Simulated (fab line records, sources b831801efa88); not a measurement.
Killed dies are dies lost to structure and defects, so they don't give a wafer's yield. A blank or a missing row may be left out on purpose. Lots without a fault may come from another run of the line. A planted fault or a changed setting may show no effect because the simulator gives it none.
fab line records | flow sky130
record lots=6 wafers=18 last_day=49
route steps=708 shown VIA3@589 METAL4@598 PAD_OPEN@708
lots that met no fault: from a run of the same line without faults
start_h: hours from the record's first day to the start of the lot's first wafer shown | wait_h: hours since the lot's step before | " the same as in the row above | L1.1+2: a row that stands for several wafers | - no value, or no start given | * or withheld: withheld | < > ~ a bound
route shown NAME@n: a module of which the file shows steps, and the number in the route of the first | usual: mean/standard deviation of fault-free wafers | same: alike in all rows | chamber/n: place in a boat | sites: the reading at each site | _std_site: their standard deviation | _edge_site: outer sites' mean less inner sites' | radius_mm: how far each site lies from the wafer's centre | mask NAME#n: copy n | behind: the tool/chamber that last shaped the wafer | hold: why the lot was held/for how many hours/how that ended | device: the transistor (n, p or np) that didn't switch | end of line: the same wafers' tests at the end of the route | a step without rows: its recipe alone | killed: dies lost to structure and defects at the first sort, not the wafer's yield | map: a wafer's dies, x killed, . not, _ none there
set.NAME: the setting as run; set.NAME@STEP: as run at that earlier step | model.NAME: the simulator's own value behind a step, which no gauge read
lots at some steps of the route; a table a step, a row a wafer
services: from which hour (start_h, from the record's first day; less than 0 if before it) a tool's chamber was out of use, for how many hours, and why
## steps
# step SKY_VIA3_STRIP_16
# recipe chemistry=O2/N2 power_w=1400 pressure_mtorr=1500 platen_temp_c=withheld o2_flow_sccm=3000 n2_flow_sccm=300 overash_fraction=0.5
# usual drypump_motor_current_A=5.8/0.52 oes_product_au=0.401/0.0051 strip_time_to_endpoint_s=4.131/0.021
# columns lot.wafer tool chamber start_h wait_h drypump_motor_current_A oes_product_au rf_hours_counter_h strip_time_to_endpoint_s
L982.2 plasma_asher-04 1 939.14 0.0 5.2 0.400 112 4.149
L982.4 " 0 " " 6.2 0.405 - 4.164
L982.5 " 1 " " 5.2 0.406 - 4.173
L986.2 plasma_asher-01 0 978.82 0.0 5.7 0.406 86 4.105
L986.3 " 1 " " 6.5 0.395 - 4.119
L986.6 " 0 " " 5.7 0.398 - 4.117
L990.3 plasma_asher-02 0 998.23 0.1 5.2 0.393 - 4.129
L990.4 " 1 " " 5.5 0.398 - 4.108
L990.6 " 0 " " 5.2 0.396 - 4.125
L992.1 plasma_asher-02 1 1007.97 0.0 5.5 0.400 55 4.127
L992.2 " 0 " " 5.2 0.396 55 4.162
L992.4 " 0 " " 5.2 0.401 - 4.119
L999.1 plasma_asher-02 1 1057.17 0.0 5.6 0.397 59 4.119
L999.4 " 0 " " 5.2 0.405 - 4.149
L999.6 " 1 " " 5.6 0.397 - 4.094
L100.3 plasma_asher-01 1 1059.30 0.1 6.5 0.398 - 4.110
L100.4 " 0 " " 5.7 0.401 - 4.142
L100.5 " 0 " " 5.7 0.401 - 4.108
# step SKY_VIA3_STRIP_17
# recipe chemistry=post_etch_residue_remover time_s=1200 temp_c=72.5
# step SKY_VIA3_CLEAN_18
# recipe chemistry=IPA time_s=180 temp_c=25
# step SKY_VIA3_CLEAN_19
# recipe chemistry=O3/DIW dry=n2_spin
# step SKY_VIA3_SPUTTER_20
# recipe material=TiN target_thk_nm=20 chamber_pressure_pa=5 power_w=4000 time_s=80
# usual cathode_dc_power_W=4000.0/0.71 throttle_valve_pct=30.4/1.3
# columns lot.wafer tool chamber start_h wait_h cathode_dc_power_W throttle_valve_pct
L982.2 pvd_sputter-04 - 939.74 0.0 3999.7 29.7
L982.4 " - " " 4000.0 28.7
L982.5 " - " " 4001.5 29.7
L986.2 pvd_sputter-02 - 979.49 0.0 3999.1 30.1
L986.3 " - " " 3999.3 28.9
L986.6 " - " " 3999.4 28.7
L990.3 pvd_sputter-04 - 998.79 0.0 3999.2 28.6
L990.4 " - " " 4001.7 33.4
L990.6 " - " " 3999.4 29.8
L992.1 pvd_sputter-03 - 1008.60 0.0 4001.0 30.5
L992.2 " - " " 3999.8 32.0
L992.4 " - " " 3999.6 29.4
L999.1 pvd_sputter-04 - 1057.81 0.0 4000.5 29.6
L999.4 " - " " 4000.2 28.5
L999.6 " - " " 4000.5 28.5
L100.3 pvd_sputter-02 - 1059.87 0.0 3999.5 30.3
L100.4 " - " " 4001.2 28.8
L100.5 " - " " 4001.5 30.3
# step SKY_VIA3_CVD_21
# recipe material=W target_thk_nm=390 time_s=117.31 temp_c=400 pressure_torr=40
# step SKY_VIA3_RS_MEAS_22
# recipe thk_meas_gauge=four-point-probe reads=W_of_VIA3_CVD_21+TiN_of_VIA3_SPUTTER_20
# usual VIA3_W_RS=0.294/0.0036
# columns lot.wafer tool chamber start_h wait_h VIA3_W_RS[ohm/sq]
L982.2 film_metro-04 - 939.94 0.1 0.288
L982.4 " - " " 0.293
L982.5 " - " " 0.290
L986.2 film_metro-02 - 979.69 0.1 0.291
L986.3 " - " " 0.292
L986.6 " - " " 0.298
L990.3 film_metro-01 - 999.01 0.1 0.297
L990.4 " - " " 0.297
L990.6 " - " " 0.294
L992.1 film_metro-01 - 1008.79 0.1 0.298
L992.2 " - " " 0.294
L992.4 " - " " 0.299
L999.1 film_metro-04 - 1057.99 0.1 0.296
L999.4 " - " " 0.292
L999.6 " - " " 0.291
L100.3 film_metro-04 - 1060.09 0.1 0.293
L100.4 " - " " 0.293
L100.5 " - " " 0.295
# step SKY_VIA3_THK_MEAS_23
# recipe thk_meas_gauge=xrf reads=W_of_VIA3_CVD_21
# usual VIA3_W_THK=404/6.2
# columns lot.wafer tool chamber start_h wait_h VIA3_W_THK[nm]
L982.2 film_metro-04 - 940.05 0.1 414
L982.4 " - " " 408
L982.5 " - " " 409
L986.2 film_metro-02 - 979.80 0.1 399
L986.3 " - " " 399
L986.6 " - " " 390
L990.3 film_metro-01 - 999.11 0.1 402
L990.4 " - " " 406
L990.6 " - " " 407
L992.1 film_metro-01 - 1008.91 0.1 406
L992.2 " - " " 410
L992.4 " - " " 403
L999.1 film_metro-04 - 1058.11 0.1 400
L999.4 " - " " 409
L999.6 " - " " 410
L100.3 film_metro-04 - 1060.19 0.1 404
L100.4 " - " " 406
L100.5 " - " " 400
# step SKY_VIA3_CMP_24
# recipe stop_on=SiO2 t_overpolish_s=20 down_force_psi=3.5 platen_rpm=60 target_thk_nm=0 pad_velocity_m_s=0.94248
# usual motor_current_A=11.3/1 overpolish_run_s=20.000/0.009 platen_rpm=60.00/0.04 time_to_endpoint_s=95/3.8
# columns lot.wafer tool chamber start_h wait_h motor_current_A overpolish_run_s platen_rpm time_to_endpoint_s
L982.4 cmp-01 1 940.10 0.0 10.3 20.008 60.00 93
L982.2 " 2 " " 9.9 19.999 59.94 90
L982.5 " 1 " " 11.6 19.989 60.00 89
L986.3 cmp-01 2 979.85 0.0 10.7 19.981 60.00 94
L986.2 " 0 " " 10.0 20.004 60.02 96
L986.6 " 3 " " 13.1 20.004 59.95 91
L990.4 cmp-02 3 999.15 0.0 11.2 19.990 60.03 93
L990.3 " 1 " " 10.3 19.997 60.00 97
L990.6 " 3 " " 11.3 19.999 60.01 95
L992.4 cmp-02 0 1009.07 0.1 12.6 20.000 60.06 96
L992.2 " 1 " " 10.3 20.006 59.99 97
L992.1 " 2 " " 11.3 19.998 60.00 96
L999.4 cmp-02 2 1058.22 0.1 11.1 20.000 60.02 98
L999.1 " 3 " " 10.8 19.999 59.98 98
L999.6 " 2 " " 11.1 20.001 59.98 97
L100.3 cmp-02 2 1060.23 0.0 11.3 19.991 60.02 101
L100.4 " 1 " " 10.2 19.984 60.08 99
L100.5 " 2 " " 10.9 19.997 59.99 97
# step SKY_METAL4_SPUTTER_00
# recipe material=Ti target_thk_nm=15 power_w=3000 time_s=10 chamber_pressure_pa=0.4
# step SKY_METAL4_SPUTTER_01
# recipe material=TiN target_thk_nm=20 power_w=6500 time_s=16.7 chamber_pressure_pa=0.4
# usual cathode_dc_power_W=6499.9/1.3 throttle_valve_pct=29.9/1.3
# columns lot.wafer tool chamber start_h wait_h cathode_dc_power_W throttle_valve_pct
L982.2 pvd_sputter-03 - 940.42 0.0 6499.9 30.5
L982.4 " - " " 6500.0 28.9
L982.5 " - " " 6499.8 29.5
L986.2 pvd_sputter-04 - 980.17 0.0 6499.7 29.8
L986.3 " - " " 6500.5 30.6
L986.6 " - " " 6501.4 29.6
L990.3 pvd_sputter-04 - 999.47 0.0 6500.7 31.1
L990.4 " - " " 6501.1 28.8
L990.6 " - " " 6498.8 33.0
L992.1 pvd_sputter-04 - 1009.35 0.0 6498.3 32.7
L992.2 " - " " 6501.3 30.8
L992.4 " - " " 6501.5 29.6
L999.1 pvd_sputter-01 - 1058.55 0.0 6497.9 29.3
L999.4 " - " " 6501.2 31.0
L999.6 " - " " 6501.8 28.8
L100.3 pvd_sputter-03 - 1060.55 0.0 6499.0 29.1
L100.4 " - " " 6499.1 29.4
L100.5 " - " " 6501.4 30.6
# step SKY_METAL4_SPUTTER_02
# recipe material=AlCu target_thk_nm=735 power_w=10600 time_s=39.1 chamber_pressure_pa=0.4
# step SKY_METAL4_SPUTTER_03
# recipe material=Ti target_thk_nm=5 power_w=3000 time_s=3.3 chamber_pressure_pa=0.4
# usual cathode_dc_power_W=3000.1/0.5 throttle_valve_pct=29.9/1.3
# columns lot.wafer tool chamber start_h wait_h cathode_dc_power_W throttle_valve_pct model.Ti_of_METAL4_SPUTTER_03.thk_nm
L982.2 pvd_sputter-03 - 940.49 0.0 3000.2 30.7 5.115
L982.4 " - " " 3000.4 29.0 5.086
L982.5 " - " " 2999.9 29.6 5.09
L986.2 pvd_sputter-04 - 980.24 0.0 3000.3 29.7 4.824
L986.3 " - " " 2999.7 30.6 4.777
L986.6 " - " " 3000.8 29.8 4.746
L990.3 pvd_sputter-04 - 999.54 0.0 3421.3 30.8 5.71
L990.4 " - " " 3000.0 28.5 4.888
L990.6 " - " " 2998.9 33.0 4.98
L992.1 pvd_sputter-04 - 1009.41 0.0 2999.6 33.2 4.972
L992.2 " - " " 3421.4 30.7 5.687
L992.4 " - " " 2999.5 30.0 5.046
L999.1 pvd_sputter-01 - 1058.61 0.0 3000.2 29.4 5.131
L999.4 " - " " 3000.2 31.1 5.222
L999.6 " - " " 3000.7 28.7 5.096
L100.3 pvd_sputter-03 - 1060.62 0.0 3001.1 29.2 5.081
L100.4 " - " " 3000.9 29.2 5.094
L100.5 " - " " 3000.5 30.5 5.16
# step SKY_METAL4_SPUTTER_04
# recipe material=TiN target_thk_nm=70 power_w=6500 time_s=58.3 chamber_pressure_pa=0.4
# usual cathode_dc_power_W=6500.1/1.2 throttle_valve_pct=29.9/1.3
# columns lot.wafer tool chamber start_h wait_h cathode_dc_power_W throttle_valve_pct
L982.2 pvd_sputter-03 - 940.51 0.0 6501.3 30.9
L982.4 " - " " 6499.6 29.4
L982.5 " - " " 6499.1 29.2
L986.2 pvd_sputter-04 - 980.25 0.0 6499.1 29.9
L986.3 " - " " 6503.4 30.8
L986.6 " - " " 6500.4 29.8
L990.3 pvd_sputter-04 - 999.56 0.0 6499.4 30.9
L990.4 " - " " 6499.6 28.7
L990.6 " - " " 6499.9 33.0
L992.1 pvd_sputter-04 - 1009.43 0.0 6500.3 33.0
L992.2 " - " " 6501.2 30.7
L992.4 " - " " 6499.5 29.8
L999.1 pvd_sputter-01 - 1058.63 0.0 6499.8 29.4
L999.4 " - " " 6500.5 31.3
L999.6 " - " " 6499.8 28.5
L100.3 pvd_sputter-03 - 1060.64 0.0 6501.1 29.1
L100.4 " - " " 6497.9 29.7
L100.5 " - " " 6500.7 30.9
# step SKY_PAD_OPEN_PROBE_99
# usual defect_limited_yield=82.5/1.9 killed_at_M0_to_M3=44/6.4 killed_at_M4_up=3.4/2.1 killed_at_contacts=23/5 killed_at_front_end=15/4.5 killed_at_other=0.3/0.54 killed_dies=86/9.5 killed_open=48/6.9 killed_short=38/5.9 sort_bin_3_pad_short=0.8/0.44 sort_bin_5_function=10.5/1.6 sort_bin_6_memory=6.1/1.1 sort_n_pass=406/9.5 sort_yield_pct=82.5/1.9
# same gross_dies=492 killed_at_back_side=0 sort_bin_4_leakage[%]=0 sort_bin_8_speed[%]=0
# columns lot.wafer tool chamber start_h wait_h defect_limited_yield[%] killed_at_M0_to_M3 killed_at_M4_up killed_at_contacts killed_at_front_end killed_at_other killed_dies killed_open killed_short sort_bin_3_pad_short[%] sort_bin_5_function[%] sort_bin_6_memory[%] sort_n_pass sort_yield_pct[%]
L986.2 prober-02 - 1115.94 0.1 78.0 58 0 28 22 0 108 61 47 1.8 11.6 8.5 384 78.0
L986.3 prober-02 - 1115.99 0.2 78.9 39 0 34 31 0 104 62 40 0.4 12.4 8.3 388 78.9
L986.6 prober-02 - 1116.14 0.2 80.5 52 4 28 11 1 96 47 49 0.8 12.8 5.9 396 80.5
L992.1 prober-01 - 1140.66 0.1 82.7 45 0 24 15 1 85 38 47 0.8 8.7 7.7 407 82.7
L992.2 prober-01 - 1140.71 0.1 80.3 48 3 30 16 0 97 55 42 0.8 12.0 6.9 395 80.3
L992.4 prober-01 - 1140.81 0.2 82.5 41 4 28 13 0 86 56 30 0.6 11.6 5.3 406 82.5
L999.1 prober-02 - 1178.83 0.1 83.5 43 6 21 11 0 81 43 38 1.0 11.2 4.3 411 83.5
L999.4 prober-02 - 1178.98 0.2 86.8 28 1 22 14 0 65 39 26 1.2 7.5 4.5 427 86.8
L999.6 prober-02 - 1179.08 0.2 86.6 35 4 20 7 0 66 36 30 0.4 7.3 5.7 426 86.6
# killed by level:class
L986.2 VIA1:geometric_particle:open=13 CONTACT:geometric_particle:open=10 METAL1:geometric_particle:short=10 LOCAL_INTERCONNECT:geometric_particle:short=8 VIA2:geometric_particle:open=8 LI_CONTACT:geometric_particle:open=6 VIA3:geometric_particle:open=6 FIELD_ISO:geometric_particle:open=5
L986.3 VIA1:geometric_particle:open=12 LI_CONTACT:geometric_particle:open=11 CONTACT:geometric_particle:open=11 FIELD_ISO:geometric_particle:short=10 FIELD_ISO:geometric_particle:open=9 METAL2:geometric_particle:short=6 POLY_GATE:geometric_particle:open=5 LI_CONTACT:geometric_particle:short=5
L986.6 METAL2:geometric_particle:short=10 VIA3:geometric_particle:open=10 CONTACT:geometric_particle:open=8 VIA1:geometric_particle:open=7 LI_CONTACT:geometric_particle:open=6 LOCAL_INTERCONNECT:geometric_particle:short=6 METAL1:geometric_particle:short=6 CONTACT:geometric_particle:short=5
L992.1 VIA1:geometric_particle:open=9 METAL1:geometric_particle:short=8 CONTACT:geometric_particle:open=7 METAL2:geometric_particle:short=7 FIELD_ISO:geometric_particle:short=5 LI_CONTACT:geometric_particle:open=5 LOCAL_INTERCONNECT:geometric_particle:short=5 VIA3:geometric_particle:open=5
L992.2 VIA1:geometric_particle:open=12 LI_CONTACT:geometric_particle:open=11 METAL2:geometric_particle:short=9 CONTACT:geometric_particle:open=7 LI_CONTACT:geometric_particle:short=4 LOCAL_INTERCONNECT:geometric_particle:short=4 CONTACT:geometric_particle:short=4 VIA3:geometric_particle:open=4
L992.4 CONTACT:geometric_particle:open=11 VIA1:geometric_particle:open=11 VIA2:geometric_particle:open=8 LI_CONTACT:geometric_particle:open=7 VIA3:geometric_particle:open=7 FIELD_ISO:geometric_particle:open=5 VIA1:geometric_particle:short=5 METAL4:geometric_particle:short=4
L999.1 VIA3:geometric_particle:open=8 VIA1:geometric_particle:open=7 LI_CONTACT:geometric_particle:open=6 VIA3:geometric_particle:short=6 CONTACT:geometric_particle:open=5 CONTACT:geometric_particle:short=5 METAL1:geometric_particle:short=5 METAL2:geometric_particle:short=5
L999.4 LI_CONTACT:geometric_particle:open=9 VIA1:geometric_particle:open=8 CONTACT:geometric_particle:open=7 FIELD_ISO:geometric_particle:short=6 METAL1:geometric_particle:short=4 VIA3:geometric_particle:open=4 POLY_GATE:geometric_particle:open=3 LI_CONTACT:geometric_particle:short=3
L999.6 VIA2:geometric_particle:open=7 CONTACT:geometric_particle:open=6 VIA3:geometric_particle:open=6 METAL2:geometric_particle:short=5 LI_CONTACT:geometric_particle:short=4 LI_CONTACT:geometric_particle:open=4 VIA1:geometric_particle:open=4 VIA3:geometric_particle:short=4
## services
# columns tool chamber start_h hours kind
cmp-01 - 916.26 - consumable_replace:conditioner
cmp-01 - 916.26 - consumable_replace:pad
plasma_asher-01 - 925.21 3.6 repair
pvd_sputter-01 1 932.81 - consumable_replace:kit
pvd_sputter-01 1 932.81 18.0 scheduled_down
pvd_sputter-01 1 932.81 18.0 vent_cycle
cmp-02 - 937.66 2.5 repair
plasma_asher-04 - 941.53 2.4 repair
plasma_asher-01 - 945.77 7.7 repair
cmp-02 - 953.00 2.0 repair
pvd_sputter-04 0 958.13 - consumable_replace:kit
pvd_sputter-04 0 958.13 18.0 scheduled_down
pvd_sputter-04 0 958.13 18.0 vent_cycle
plasma_asher-02 - 963.70 4.3 repair
plasma_asher-04 - 976.68 2.8 pm
pvd_sputter-03 - 977.03 29.4 repair
plasma_asher-02 - 977.03 2.0 repair
pvd_sputter-02 3 1037.66 - consumable_replace:kit
pvd_sputter-02 3 1037.66 18.0 scheduled_down
pvd_sputter-02 3 1037.66 18.0 vent_cycle
pvd_sputter-03 - 1041.82 4.0 repair
pvd_sputter-01 - 1048.57 3.3 repair
plasma_asher-04 - 1055.25 9.0 pm
plasma_asher-04 0 1055.25 9.0 vent_cycle
## key
first_sign step=SKY_METAL4_SPUTTER_03 reading=cathode_dc_power_W direction=up sigmas=99+ usual=3000.1 struck=3421.3
effect none on later readings
model_effect step=SKY_METAL4_SPUTTER_03 value=Ti_of_METAL4_SPUTTER_03.thk_nm without=4.995 struck=5.699
met_at SKY_METAL4_SPUTTER_03
struck_wafers L990.3,L992.2
onset_between 980.24 999.54
fault kind=process_parameter_drift tool=pvd_sputter-04 chamber=- onset_h=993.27 steps=SKY_METAL4_SPUTTER_03 channel=power_w offset=* shape=step end_h=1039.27 acts_in=* stated=* scope=struck_wafers_only
